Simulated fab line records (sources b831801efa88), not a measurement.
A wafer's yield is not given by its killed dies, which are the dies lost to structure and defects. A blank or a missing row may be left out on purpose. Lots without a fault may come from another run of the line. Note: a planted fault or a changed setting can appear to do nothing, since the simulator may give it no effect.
Which tool was responsible? | flow gf180mcu | route of 602 steps, sampled at 1 step: 6 lots, 18 wafers

## WHAT THE GAUGES SHOWED, per wafer
GF_HV_LDD_CD_MEAS_46 targets a cd of 400 nm.
lot  | measured     | on        | cd-nm (nm)
L819 | day 13 02:16 | cd-sem-02 | 401.7 403.3 402.8
L823 | day 14 06:01 | cd-sem-02 | 395.6 396.5 397.3
L822 | day 14 15:49 | cd-sem-02 | 399.6 397.1 400.4
L833 | day 17 18:50 | cd-sem-02 | 397.9 400.2 400.1
L837 | day 18 22:19 | cd-sem-01 | 400.9 399.3 402.1
L840 | day 20 07:41 | cd-sem-01 | 402.8 401.7 402.4

## EACH LOT AND THE TOOL THAT RAN IT (in order: tool; ch and the chambers of the sampled wafers; start)
The record holds no process step before these readings.

## THE ANSWER, worked out from the rows above alone
Rule: the lots themselves supply what counts as usual. Put in order of their means at a reading, lots are off if they are a third of the lots or fewer, leave a main group of 4 or more, and stand apart from it by a gap of 3 or more times the standard deviation of the main group's means; of several such gaps the widest counts. Not used: any main group whose means are identical at the precision the tables above print for the reading. A lot without any number at a reading at which 4 lots or more have one is off too. Where the step has rows for the other lots, those lots are counted as sound.
None of the lots is off at any reading shown; this tells nothing.

## WHAT THE SIMULATOR HAD INSERTED
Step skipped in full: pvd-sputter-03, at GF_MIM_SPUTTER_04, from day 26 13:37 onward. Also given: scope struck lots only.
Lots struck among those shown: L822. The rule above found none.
